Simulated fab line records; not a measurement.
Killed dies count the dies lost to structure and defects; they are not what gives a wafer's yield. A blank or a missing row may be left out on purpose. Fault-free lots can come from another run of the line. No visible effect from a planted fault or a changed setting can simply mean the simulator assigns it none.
Matching of chambers || flow sky130 || 4 sister chambers for SKY_CONTACT_ETCH_17 on rie diel-02
The step etches SiO2 in C4F8/O2/Ar, stops on Si3N4, target depth 340 nm. 14 wafers are shown with their chamber, then 7 later ones without.

WAFERS PAIRED WITH THEIR CHAMBERS
{"wafer": "L557.2", "chamber": 3, "oes product au (a.u.)": 0.880}
{"wafer": "L557.3", "chamber": 0, "oes product au (a.u.)": 0.875}
{"wafer": "L557.5", "chamber": 1, "oes product au (a.u.)": 0.890}
{"wafer": "L559.4", "chamber": 3, "oes product au (a.u.)": 0.888}
{"wafer": "L559.5", "chamber": 2, "oes product au (a.u.)": 0.881}
{"wafer": "L559.6", "chamber": 1, "oes product au (a.u.)": 0.877}
{"wafer": "L560.1", "chamber": 3, "oes product au (a.u.)": 0.888}
{"wafer": "L560.5", "chamber": 1, "oes product au (a.u.)": 0.883}
{"wafer": "L560.6", "chamber": 2, "oes product au (a.u.)": 0.880}
{"wafer": "L564.2", "chamber": 3, "oes product au (a.u.)": 0.884}
{"wafer": "L564.3", "chamber": 0, "oes product au (a.u.)": 0.886}
{"wafer": "L564.6", "chamber": 2, "oes product au (a.u.)": 0.882}
{"wafer": "L569.2", "chamber": 3, "oes product au (a.u.)": 0.881}
{"wafer": "L569.4", "chamber": 3, "oes product au (a.u.)": 0.881}

SIGNATURES, as means of the wafers listed above
{"reading": "oes product au", "chamber 0": 0.88050, "chamber 1": 0.88333, "chamber 2": 0.88100, "chamber 3": 0.88367, "scatter within a chamber": 0.00461}
Rule: distance of a wafer from a chamber = root of the sum over the readings of ((wafer's reading minus chamber's mean) / reading's scatter) squared. The wafer belongs to the nearest chamber; if the next one is less than 2 further off, it can't be placed. The scatter: the root of (the sum of the squares of (reading less its chamber's mean) over the shown wafers, divided by (wafers less chambers)).

WAFERS WITH NO CHAMBER GIVEN
{"wafer": "L569.5", "oes product au (a.u.)": 0.879}
{"wafer": "L570.1", "oes product au (a.u.)": 0.882}
{"wafer": "L570.2", "oes product au (a.u.)": 0.888}
{"wafer": "L570.5", "oes product au (a.u.)": 0.887}
{"wafer": "L571.1", "oes product au (a.u.)": 0.879}
{"wafer": "L571.3", "oes product au (a.u.)": 0.887}
{"wafer": "L571.5", "oes product au (a.u.)": 0.884}

THE CHAMBER EACH PASSED THROUGH
{"wafer": "L569.5", "from the rows above": "can't be placed: 0 or 2 or 1 or 3", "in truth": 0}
{"wafer": "L570.1", "from the rows above": "can't be placed: 2 or 1 or 0 or 3", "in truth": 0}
{"wafer": "L570.2", "from the rows above": "can't be placed: 3 or 1 or 2 or 0", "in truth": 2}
{"wafer": "L570.5", "from the rows above": "can't be placed: 3 or 1 or 2 or 0", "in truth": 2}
{"wafer": "L571.1", "from the rows above": "can't be placed: 0 or 2 or 1 or 3", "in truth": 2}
{"wafer": "L571.3", "from the rows above": "can't be placed: 3 or 1 or 2 or 0", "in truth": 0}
{"wafer": "L571.5", "from the rows above": "can't be placed: 3 or 1 or 2 or 0", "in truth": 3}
Correct placement for 0 of the 7. Not placeable from these rows: 7 (in 7, the candidates include the true chamber). 0 placed wrongly.
